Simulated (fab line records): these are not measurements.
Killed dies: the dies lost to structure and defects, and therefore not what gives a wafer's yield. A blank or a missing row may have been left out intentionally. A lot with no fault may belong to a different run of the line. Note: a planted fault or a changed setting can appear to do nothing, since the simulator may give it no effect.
The tool behind it: which one? | flow gf180mcu | 15 lots, 45 wafers sampled, at 2 steps of a route of 602

WHAT EACH GAUGE READ, for each wafer
GF_V3_BOW_MEAS_05. Usual: for V3_BOW the level is 116 um and the standard deviation is 9.4.
lot  | measured     | on            | V3_BOW (um) | flag
L575 | day 21 20:05 | film metro-04 | 111 105 103 |
L576 | day 22 05:10 | film metro-04 | 130 133 120 |
L577 | day 22 13:24 | film metro-02 | 96 107 104  |
L578 | day 23 00:57 | film metro-04 | 110 113 114 |
L580 | day 23 17:53 | film metro-04 | 123 133 112 |
L582 | day 24 08:23 | film metro-02 | 123 102 108 |
L583 | day 25 00:07 | film metro-04 | 107 111 113 |
L584 | day 25 01:18 | film metro-04 | 109 108 111 |
L585 | day 25 05:14 | film metro-03 | 119 123 128 |
L588 | day 26 19:34 | film metro-02 | 116 105 89  |
L592 | day 27 16:13 | film metro-02 | 129 112 132 |
L593 | day 28 05:09 | film metro-02 | 119 105 113 |
L595 | day 28 15:07 | film metro-03 | 126 122 128 |
L596 | day 28 16:22 | film metro-03 | 126 107 115 |
L597 | day 28 19:19 | film metro-03 | 125 122 126 |

WHAT TOOL EACH LOT RAN ON (gives the tool, then ch and the chambers of the sampled wafers, and finally the start)
lot  | GF_M3_STRIP_17
L575 | plasma asher-01 ch 0,1, day 21 18:59
L576 | plasma asher-02 ch 1, day 22 04:04
L577 | plasma asher-01 ch 0,1, day 22 12:17
L578 | plasma asher-01 ch 0,1, day 22 23:50
L580 | plasma asher-02 ch 0,1, day 23 16:44
L582 | plasma asher-01 ch 0,1, day 24 07:17
L583 | plasma asher-02 ch 0, day 24 22:57
L584 | plasma asher-01 ch 0,1, day 25 00:08
L585 | plasma asher-01 ch 0,1, day 25 04:05
L588 | plasma asher-02 ch 0,1, day 26 16:59
L592 | plasma asher-01 ch 0,1, day 27 15:08
L593 | plasma asher-01 ch 0,1, day 28 04:00
L595 | plasma asher-01 ch 1, day 28 14:01
L596 | plasma asher-02 ch 0,1, day 28 15:16
L597 | plasma asher-01 ch 0, day 28 18:13
- GF_M3_STRIP_17: strips in O2/N2.

AS READ BY THE TOOLS THEMSELVES (means over the sampled wafers that have a number; for cases with no such wafer, the mark the record gives instead)
GF_M3_STRIP_17. Usual: drypump motor current A 5.4 A, standard deviation 0.4; heater power w 317 W, standard deviation 28; oes product au 0.558 a.u., standard deviation 0.0046; strip time to endpoint s 7.88 s, standard deviation 0.043.
lot  | tool            | drypump motor current A (A) | heater power w (W) | oes product au (a.u.) | strip time to endpoint s (s) | flag
L575 | plasma asher-01 | 5.5                         | 318                | 0.563                 | 7.92                         |
L576 | plasma asher-02 | 4.9                         | 357                | 0.556                 | 7.90                         |
L577 | plasma asher-01 | 5.8                         | 309                | 0.560                 | 7.93                         |
L578 | plasma asher-01 | 5.5                         | 318                | 0.557                 | 7.84                         |
L580 | plasma asher-02 | 5.1                         | 337                | 0.556                 | 7.92                         |
L582 | plasma asher-01 | 5.8                         | 305                | 0.555                 | 7.90                         |
L583 | plasma asher-02 | 5.5                         | 287                | 0.561                 | 7.88                         |
L584 | plasma asher-01 | 5.8                         | 304                | 0.555                 | 7.83                         |
L585 | plasma asher-01 | 5.8                         | 310                | 0.560                 | 7.88                         |
L588 | plasma asher-02 | 5.3                         | 313                | 0.557                 | 7.85                         |
L592 | plasma asher-01 | 5.5                         | 322                | 0.558                 | 7.88                         |
L593 | plasma asher-01 | 5.5                         | 316                | 0.560                 | 7.90                         |
L595 | plasma asher-01 | 6.1                         | 297                | 0.561                 | 7.91                         |
L596 | plasma asher-02 | 5.3                         | 311                | 0.560                 | 7.88                         |
L597 | plasma asher-01 | 5.2                         | 324                | 0.560                 | 7.87                         |

THE ANSWER, worked out from the rows above alone
Rule: take the mean of a lot's wafers that have a number; if it is more than 3 standard deviations from the usual mean, the lot is off. A lot without any number at a reading at which 4 lots or more have one is off too. Any other lot the step has rows for is counted as sound. The gauges are gone through in route order, then the tools' own readings, and for those a lot's mean is taken as printed above. The first step at which some lot is off is used, and at that step the reading that is off furthest; a lot without a number counts as furthest.
No lot is off on any of the readings shown, so nothing can be concluded from this.

WHAT WAS PUT IN BY THE SIMULATOR
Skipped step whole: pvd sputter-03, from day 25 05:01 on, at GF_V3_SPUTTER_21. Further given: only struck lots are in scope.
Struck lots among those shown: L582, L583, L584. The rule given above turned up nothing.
